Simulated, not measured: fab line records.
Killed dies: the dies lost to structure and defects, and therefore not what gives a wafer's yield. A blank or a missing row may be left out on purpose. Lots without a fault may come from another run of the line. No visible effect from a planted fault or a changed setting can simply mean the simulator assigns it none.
Which tool is to blame? / flow sky130 / 36 wafers from 12 lots sampled at 3 of the route's 708 steps

== WHAT THE GAUGES SHOWED, per wafer ==
SKY_VIA3_OVL_MEAS_13. Usual: VIA3_OVL gives -1 nm (standard deviation 4.9).
lot=L677; measured=day 39 10:21; on=overlay-01; VIA3_OVL (nm)=2 -7 -1; flag=
lot=L678; measured=day 40 13:08; on=overlay-01; VIA3_OVL (nm)=1 0 -3; flag=
lot=L680; measured=day 40 15:31; on=overlay-02; VIA3_OVL (nm)=3 -2 1; flag=
lot=L684; measured=day 41 22:07; on=overlay-01; VIA3_OVL (nm)=6 10 6; flag=
lot=L685; measured=day 42 02:57; on=overlay-02; VIA3_OVL (nm)=-6 -3 -5; flag=
lot=L686; measured=day 42 14:15; on=overlay-02; VIA3_OVL (nm)=-8 -2 0; flag=
lot=L687; measured=day 42 21:48; on=overlay-01; VIA3_OVL (nm)=-7 -3 14; flag=
lot=L688; measured=day 43 05:45; on=overlay-01; VIA3_OVL (nm)=-5 -8 -7; flag=
lot=L689; measured=day 43 15:28; on=overlay-01; VIA3_OVL (nm)=-3 -8 5; flag=
lot=L690; measured=day 43 15:02; on=overlay-01; VIA3_OVL (nm)=-2 5 -4; flag=
lot=L696; measured=day 45 08:58; on=overlay-02; VIA3_OVL (nm)=-4 -5 6; flag=
lot=L699; measured=day 46 00:03; on=overlay-02; VIA3_OVL (nm)=-4 3 -1; flag=

SKY_CAP2M_RS_MEAS_03: uses a four-point probe to measure. Usual: CAP2M_TIN_RS gives 6.95 ohm/sq (standard deviation 0.086).
lot=L677; measured=day 39 12:12; on=filmMetro-01; CAP2M_TIN_RS (ohm/sq)=6.93 6.96 6.84; flag=
lot=L678; measured=day 40 14:53; on=filmMetro-04; CAP2M_TIN_RS (ohm/sq)=7.05 7.02 6.89; flag=
lot=L680; measured=day 40 17:16; on=filmMetro-01; CAP2M_TIN_RS (ohm/sq)=6.95 6.94 6.87; flag=
lot=L684; measured=day 41 23:52; on=filmMetro-03; CAP2M_TIN_RS (ohm/sq)=6.99 6.90 6.88; flag=
lot=L685; measured=day 42 04:49; on=filmMetro-01; CAP2M_TIN_RS (ohm/sq)=6.99 7.02 7.07; flag=
lot=L686; measured=day 42 16:01; on=filmMetro-03; CAP2M_TIN_RS (ohm/sq)=7.05 7.05 7.07; flag=
lot=L687; measured=day 42 23:34; on=filmMetro-03; CAP2M_TIN_RS (ohm/sq)=6.93 7.06 7.01; flag=
lot=L688; measured=day 43 07:37; on=filmMetro-03; CAP2M_TIN_RS (ohm/sq)=6.78 6.78 7.02; flag=
lot=L689; measured=day 43 17:22; on=filmMetro-01; CAP2M_TIN_RS (ohm/sq)=6.97 6.83 6.83; flag=
lot=L690; measured=day 43 16:47; on=filmMetro-01; CAP2M_TIN_RS (ohm/sq)=6.84 6.89 6.89; flag=
lot=L696; measured=day 45 11:02; on=filmMetro-04; CAP2M_TIN_RS (ohm/sq)=6.93 6.76 6.80; flag=
lot=L699; measured=day 46 02:14; on=filmMetro-04; CAP2M_TIN_RS (ohm/sq)=6.87 6.90 7.00; flag=

== WHAT TOOL EACH LOT RAN ON (gives the tool, then ch and the chambers of the sampled wafers, and finally the start) ==
lot=L677; SKY_METAL3_SPUTTER_02=pvdSputter-01, day 36 02:53
lot=L678; SKY_METAL3_SPUTTER_02=pvdSputter-04, day 37 06:10
lot=L680; SKY_METAL3_SPUTTER_02=pvdSputter-03, day 37 09:46
lot=L684; SKY_METAL3_SPUTTER_02=pvdSputter-04, day 38 17:35
lot=L685; SKY_METAL3_SPUTTER_02=pvdSputter-04, day 38 23:23
lot=L686; SKY_METAL3_SPUTTER_02=pvdSputter-01, day 39 11:05
lot=L687; SKY_METAL3_SPUTTER_02=pvdSputter-04, day 39 17:54
lot=L688; SKY_METAL3_SPUTTER_02=pvdSputter-01, day 40 04:04
lot=L689; SKY_METAL3_SPUTTER_02=pvdSputter-01, day 40 12:29
lot=L690; SKY_METAL3_SPUTTER_02=pvdSputter-04, day 40 12:52
lot=L696; SKY_METAL3_SPUTTER_02=pvdSputter-01, day 42 11:16
lot=L699; SKY_METAL3_SPUTTER_02=pvdSputter-04, day 43 03:58
- SKY_METAL3_SPUTTER_02: material AlCu, target thk 735 nm, time 39.1 s.

== AS READ BY THE TOOLS THEMSELVES (means over the sampled wafers that have a number; for cases with no such wafer, the mark the record gives instead) ==
SKY_METAL3_SPUTTER_02. Usual: 30.1 % for throttleValvePct, sd 0.83.
lot=L677; tool=pvdSputter-01; throttleValvePct (%)=30.3; flag=
lot=L678; tool=pvdSputter-04; throttleValvePct (%)=30.7; flag=
lot=L680; tool=pvdSputter-03; throttleValvePct (%)=30.5; flag=
lot=L684; tool=pvdSputter-04; throttleValvePct (%)=30.8; flag=
lot=L685; tool=pvdSputter-04; throttleValvePct (%)=30.7; flag=
lot=L686; tool=pvdSputter-01; throttleValvePct (%)=29.4; flag=
lot=L687; tool=pvdSputter-04; throttleValvePct (%)=30.1; flag=
lot=L688; tool=pvdSputter-01; throttleValvePct (%)=29.5; flag=
lot=L689; tool=pvdSputter-01; throttleValvePct (%)=30.4; flag=
lot=L690; tool=pvdSputter-04; throttleValvePct (%)=30.4; flag=
lot=L696; tool=pvdSputter-01; throttleValvePct (%)=30.4; flag=
lot=L699; tool=pvdSputter-04; throttleValvePct (%)=30.0; flag=

== THE ANSWER, worked out from the rows above alone ==
Rule: a lot is off if the mean of its wafers that have a number lies more than 3 standard deviations from the usual mean. Also off: a lot with no number at a reading for which 4 or more lots have one. Any other lot the step has rows for is counted as sound. After the gauges, taken in route order, come the tools' own readings; for these a lot's mean is taken, as printed above. The first step at which some lot is off is used, and at that step the reading that is off furthest; a lot without a number counts as furthest.
Nothing can be told from this: no lot is off at any reading shown.

== WHAT THE SIMULATOR PUT IN ==
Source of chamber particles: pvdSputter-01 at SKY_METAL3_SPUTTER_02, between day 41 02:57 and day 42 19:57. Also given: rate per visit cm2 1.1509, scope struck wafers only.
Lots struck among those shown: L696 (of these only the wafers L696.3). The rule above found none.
